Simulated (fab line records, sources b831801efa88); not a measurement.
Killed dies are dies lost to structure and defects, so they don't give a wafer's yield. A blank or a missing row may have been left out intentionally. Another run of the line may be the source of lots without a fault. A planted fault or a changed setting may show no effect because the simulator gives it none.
Comparing a struck lot with a sound one + flow sky130 + 16 out of 708 route steps
Sound: the wafers L942.1, L942.4, L942.6. Struck: wafers L954.1, L954.4, L954.6. At the end, the cause is stated.
Order at every step that has rows: each side's tool, ch and its chambers, its first start. Under that, the readings that differ: sound wafers + struck wafers + difference of the means + sigmas: that difference in standard deviations of wafers without a fault.
alike: readings whose means differ by less than 2 such deviations, and words and numbers that are the same on both sides. not compared: withheld readings, readings that some wafer has no value for, bounds like >300 that may hide the same value, and numbers for which the record gives no deviation and whose values overlap.
A row with sigmas, a row that says differs or no value, or rows on one side alone: a step with any of these is where the two part. When numbers do not overlap yet have no deviation, they are printed without sigmas and do not part them. A reading missing from all wafers of one side parts the sides only when that side holds two or more wafers.

first, 4 steps without rows for these wafers: SKY_LDD_N_IMPLANT_12; SKY_LDD_N_IMPLANT_13; SKY_LDD_N_IMPLANT_14; SKY_LDD_N_IMPLANT_15.
SKY_LDD_N_STRIP_16: strips in O2/N2.
  sound on plasmaAsher-04 ch 0,1, day 19 12:30; struck on plasmaAsher-02 ch 0,1, day 23 08:37
  alike: drypumpMotorCurrentA, oesProductAu, stripTimeToEndpointS
  not compared: rfHoursCounterH
SKY_LDD_N_TW_MEAS_17:
  sound on filmMetro-01, day 19 12:36; struck on filmMetro-04, day 23 08:43
| reading  | sound          | struck         | difference | sigmas |
|----------|----------------|----------------|------------|--------|
| LDD_N_TW | 2574 2576 2586 | 2627 2623 2619 | +44        | +2     |
then, 6 steps without rows for these wafers: SKY_LDD_P_DEHYDRATE_00 (time 60 s); SKY_LDD_P_HMDS_01 (prime time 60 s); SKY_LDD_P_COAT_02 (resist thk 1140 nm); SKY_LDD_P_SOFTBAKE_03 (time 60 s); SKY_LDD_P_EXPOSE_04 (exposes mask PSDM, target cd 380 nm); SKY_LDD_P_PEB_05.
SKY_LDD_P_DEVELOP_06: develop time 60 s.
  sound on lithoTrack-04 ch 0, day 20 18:59; struck on lithoTrack-04 ch 0, day 24 14:17
SKY_LDD_P_CD_MEAS_07 targets a cd of 380 nm.
  sound on cdSem-01, day 20 19:08; struck on cdSem-02, day 24 14:26
| reading   | sound             | struck            | difference | sigmas |
|-----------|-------------------|-------------------|------------|--------|
| cdNm (nm) | 382.4 381.9 378.3 | 390.8 390.6 389.1 | +9.3       | +3     |
SKY_LDD_P_OVL_MEAS_08:
  sound on overlay-01, day 20 19:15; struck on overlay-01, day 24 14:33
  alike: LDD_P_OVL
-- here the record skips 25 days between the struck wafers' starts before and after, leaving off in module LDD_P and picking up in module PAD_OPEN (first step shown: number 708 of the route) --
SKY_PAD_OPEN_PROBE_99:
  sound on prober-01, day 47 03:35; struck on prober-02, day 49 11:19
  alike: killed_at_M0_to_M3, killed_at_M4_up, killedAtContacts, killedAtFrontEnd, killedAtOther, killedDies, killedOnRim, killedOpen, killedShort

WHERE THEY PART
Earliest at SKY_LDD_N_TW_MEAS_17; latest, in this record, at SKY_LDD_P_CD_MEAS_07. Later steps at which nothing parts them and some readings are alike: SKY_LDD_P_OVL_MEAS_08, SKY_PAD_OPEN_PROBE_99.

WHY: whatever the simulator had introduced
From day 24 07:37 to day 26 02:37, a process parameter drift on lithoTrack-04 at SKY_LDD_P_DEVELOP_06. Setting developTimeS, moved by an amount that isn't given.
